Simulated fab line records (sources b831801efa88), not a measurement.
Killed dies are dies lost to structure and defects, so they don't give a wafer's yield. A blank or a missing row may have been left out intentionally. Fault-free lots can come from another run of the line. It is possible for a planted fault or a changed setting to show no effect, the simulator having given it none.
A struck lot beside a sound one || flow sky130 || 16 steps out of a route of 708
Sound: wafers L791.1, L791.3, L791.4. Struck: wafer L785.1 (left out: L785.2, a lot-mate that was not struck); the cause follows at the end.
Order at every step that has rows: each side's tool, ch and its chambers, its first start. Under that, the readings that differ: sound wafers || struck wafers || difference of the means || sigmas: that difference in standard deviations of wafers without a fault.
alike: words and numbers the same on both sides, and readings whose means are apart by under 2 such deviations; not compared: readings that were withheld, readings missing a value for some wafer, numbers with overlapping values and no deviation given by the record, and bounds like >300 which may hide the same value.
A row with sigmas, a row that says differs or no value, or rows on one side alone: a step with any of these is where the two part. When numbers do not overlap yet have no deviation, they are printed without sigmas and do not part them. Lack of a reading on every wafer of one side parts them only where that side has two or more wafers.

first, 1 step without rows for these wafers: SKY_FIELD_ISO_CVD_03 (deposits Si3N4 from DCS/NH3, target thk 165 nm, time 2830 s).
SKY_FIELD_ISO_THK_MEAS_04:
  sound on film metro-04, day 5 18:22; struck on film metro-04, day 4 11:29
{"reading": "FIELD_ISO_CVD_03_THK (nm)", "sound": "164.4 165.3 164.9", "struck": 170.0, "difference": "+5.1", "sigmas": "+3"}
then, 8 steps without rows for these wafers: SKY_FIELD_ISO_DEHYDRATE_05 (time 60 s); SKY_FIELD_ISO_HMDS_06 (prime time 60 s); SKY_FIELD_ISO_COAT_07 (resist thk 60 nm); SKY_FIELD_ISO_COAT_08 (resist thk 450 nm); SKY_FIELD_ISO_SOFTBAKE_09 (time 90 s); SKY_FIELD_ISO_EXPOSE_10 (exposes mask FOM, target cd 150 nm); SKY_FIELD_ISO_PEB_11; SKY_FIELD_ISO_DEVELOP_12 (develop time 60 s).
SKY_FIELD_ISO_CD_MEAS_13 targets a cd of 150 nm.
  sound on cd sem-02, day 6 12:44; struck on cd sem-02, day 5 04:29
  alike: cd nm
SKY_FIELD_ISO_ETCH_14: etches BARC in N2/H2, stops on SiO2, time 45.9 s, target depth 60 nm.
  sound on rie diel-02 ch 1,2,3, day 6 12:51; struck on rie diel-03 ch 1, day 5 04:36
{"reading": "drypump motor current A (A)", "sound": "5.8 5.2 5.3", "struck": 6.3, "difference": "+0.9", "sigmas": "+2"}
  alike: bias w, n2 flow sccm, oes product au, throttle valve pct
  not compared: rf hours counter h
SKY_FIELD_ISO_ETCH_15: etches the open film in CHF3/O2, stops on Si, target depth 180 nm, time 72 s.
  sound on rie diel-02 ch 1,2,3, day 6 12:53; struck on rie diel-03 ch 1, day 5 04:38
{"reading": "drypump motor current A (A)", "sound": "5.8 5.1 5.3", "struck": 6.3, "difference": "+0.9", "sigmas": "+2"}
{"reading": "oes product au (a.u.)", "sound": "0.940 0.937 0.951", "struck": 0.968, "difference": "+0.025", "sigmas": "+3"}
{"reading": "model.KrF-thick_of_FIELD_ISO_COAT_08.thk nm (nm)", "sound": "242.3 236 240.3", "struck": 173.1, "difference": -66.4, "sigmas": ""}
  alike: bias w, chf3 flow sccm, throttle valve pct
  not compared: rf hours counter h
SKY_FIELD_ISO_STRIP_16: strips in O2/N2.
  sound on plasma asher-03 ch 0,1, day 6 12:56; struck on plasma asher-01 ch 1, day 5 04:41
{"reading": "drypump motor current A (A)", "sound": "5.79 5.78 6.15", "struck": 5.35, "difference": -0.56, "sigmas": -2}
{"reading": "oes product au (a.u.)", "sound": "0.387 0.380 0.381", "struck": 0.349, "difference": -0.034, "sigmas": -7}
{"reading": "strip time to endpoint s (s)", "sound": "3.60 3.53 3.59", "struck": 2.86, "difference": -0.71, "sigmas": -16}
  alike: n2 flow sccm
  not compared: rf hours counter h
SKY_FIELD_ISO_ETCH_17: etches Si in HBr/Cl2/O2, target depth 342 nm, time 97.7 s.
  sound on rie si-02 ch 1,3, day 6 13:02; struck on rie si-02 ch 1, day 5 04:47
  alike: bias w, drypump motor current A, oes product au, throttle valve pct
  not compared: rf hours counter h
-- here the record skips 44 days between the struck wafers' starts before and after, leaving off in module FIELD_ISO and picking up in module PAD_OPEN (first step shown: number 708 of the route) --
SKY_PAD_OPEN_PROBE_99:
  sound on prober-02, day 50 10:52; struck on prober-02, day 48 21:52
{"reading": "killed at contacts", "sound": "31 24 29", "struck": 14, "difference": -14, "sigmas": -3}
{"reading": "killed at front end", "sound": "23 20 23", "struck": 11, "difference": -11, "sigmas": -2}
{"reading": "killed dies", "sound": "101 84 96", "struck": 72, "difference": -22, "sigmas": -2}
{"reading": "killed open", "sound": "50 47 53", "struck": 33, "difference": -17, "sigmas": -2}
  alike: killed_at_M0_to_M3, killed_at_M4_up, killed at other, killed short
  not compared: model.etest.sram nfet pass.off log10 a um, model.etest.sram nfet pass.vt v, model.etest.sram nfet pass.vt sat v

WHERE THEY PART
Earliest at SKY_FIELD_ISO_THK_MEAS_04; latest, in this record, at SKY_PAD_OPEN_PROBE_99.

WHY: the cause the simulator had injected
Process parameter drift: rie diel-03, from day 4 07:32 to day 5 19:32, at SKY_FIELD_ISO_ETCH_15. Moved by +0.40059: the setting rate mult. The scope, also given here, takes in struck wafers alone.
